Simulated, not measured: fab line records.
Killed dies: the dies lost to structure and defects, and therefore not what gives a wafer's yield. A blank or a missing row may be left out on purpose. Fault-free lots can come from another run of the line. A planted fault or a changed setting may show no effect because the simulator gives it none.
Which tool did it? ; flow sky130 ; 39 wafers from 13 lots sampled at 2 of the route's 708 steps

## WHAT EACH GAUGE READ, for each wafer
Not one reading of a measure or inspect step in the record can be checked against a usual standard deviation.

## EACH LOT AND THE TOOL THAT RAN IT (in order: tool; ch and the chambers of the sampled wafers; start)
lot;SKY_METAL3_ETCH_16;SKY_METAL3_ETCH_17
L397;rie metal-01 ch 0, day 38 04:50;rie diel-02 ch 0,3, day 38 04:58
L398;rie metal-03 ch 0,1, day 38 05:23;rie diel-04 ch 0,1, day 38 05:29
L400;rie metal-04 ch 0,1, day 39 01:27;rie diel-02 ch 0,1, day 39 01:33
L405;rie metal-01 ch 0,1, day 40 11:20;rie diel-04 ch 0,2,3, day 40 11:26
L406;rie metal-01 ch 0,1, day 40 23:32;rie diel-02 ch 0,2,3, day 40 23:36
L407;rie metal-03 ch 0,1, day 41 07:19;rie diel-03 ch 0,2, day 41 07:25
L408;rie metal-01 ch 1, day 41 11:38;rie diel-04 ch 2,3, day 41 11:44
L414;rie metal-04 ch 0,1, day 43 02:04;rie diel-02 ch 1,2, day 43 02:10
L417;rie metal-03 ch 0,1, day 44 02:53;rie diel-03 ch 0,2,3, day 44 02:59
L416;rie metal-01 ch 0,1, day 44 06:31;rie diel-03 ch 0,2,3, day 44 06:37
L418;rie metal-03 ch 0,1, day 44 12:37;rie diel-02 ch 1,2,3, day 44 12:43
L419;rie metal-01 ch 0,1, day 44 13:44;rie diel-02 ch 0,1,3, day 44 13:50
L420;rie metal-01 ch 0,1, day 44 18:05;rie diel-03 ch 0,2,3, day 44 18:11
- SKY_METAL3_ETCH_16: etches BARC in N2/H2, stops on SiO2, time 88.2 s, target depth 60 nm.
- SKY_METAL3_ETCH_17: etches SiO2 in C4F8/O2/Ar, stops on TiN, time 3.9 s, target depth 15 nm.

## AS READ BY THE TOOLS THEMSELVES (means over the sampled wafers that have a number; for cases with no such wafer, the mark the record gives instead)
SKY_METAL3_ETCH_16. Usual: drypump motor current A 5.9 A, standard deviation 0.46; oes product au 0.625 a.u., standard deviation 0.0048; run length s 116.1 s, standard deviation 0.38; throttle valve pct 13.205 %, standard deviation 0.0091.
lot;tool;drypump motor current A (A);oes product au (a.u.);run length s (s);throttle valve pct (%);flag
L397;rie metal-01;5.8;0.621;116.0;13.198;
L398;rie metal-03;6.1;0.629;116.2;13.214;
L400;rie metal-04;5.3;0.620;116.1;13.208;
L405;rie metal-01;6.0;0.624;116.0;13.204;
L406;rie metal-01;6.0;0.587;131.6;13.192;OFF
L407;rie metal-03;5.7;0.625;116.3;13.209;
L408;rie metal-01;6.4;0.604;123.5;13.197;OFF
L414;rie metal-04;5.3;0.626;116.4;13.199;
L417;rie metal-03;6.1;0.627;116.3;13.205;
L416;rie metal-01;6.2;0.622;115.7;13.218;
L418;rie metal-03;6.1;0.622;116.5;13.207;
L419;rie metal-01;6.2;0.624;115.8;13.209;
L420;rie metal-01;6.2;0.621;115.8;13.213;

SKY_METAL3_ETCH_17. Usual: oes product au reads 0.756 a.u. (standard deviation 0.0075).
lot;tool;oes product au (a.u.);flag
L397;rie diel-02;0.752;
L398;rie diel-04;0.751;
L400;rie diel-02;0.758;
L405;rie diel-04;0.763;
L406;rie diel-02;0.740;
L407;rie diel-03;0.744;
L408;rie diel-04;0.748;
L414;rie diel-02;0.762;
L417;rie diel-03;0.755;
L416;rie diel-03;0.755;
L418;rie diel-02;0.758;
L419;rie diel-02;0.763;
L420;rie diel-03;0.751;

## THE ANSWER, worked out from the rows above alone
Rule: a lot counts as off when the mean over its wafers that have a number is more than 3 standard deviations away from the usual mean. A lot without any number at a reading at which 4 lots or more have one is off too. Where the step has rows for the other lots, those lots are counted as sound. The gauges are gone through in route order, then the tools' own readings, and for those a lot's mean is taken as printed above. At the first step where some lot is off, the reading lying furthest off is the one used; lots without a number count as furthest.
Off, at SKY_METAL3_ETCH_16 on run length s: L406, L408.
A tool fits if, at that step or a process step before it, it ran every lot that is off, and no sound lot after the first of them. None of those tried fits.

## WHAT HAD BEEN PUT IN BY THE SIMULATOR
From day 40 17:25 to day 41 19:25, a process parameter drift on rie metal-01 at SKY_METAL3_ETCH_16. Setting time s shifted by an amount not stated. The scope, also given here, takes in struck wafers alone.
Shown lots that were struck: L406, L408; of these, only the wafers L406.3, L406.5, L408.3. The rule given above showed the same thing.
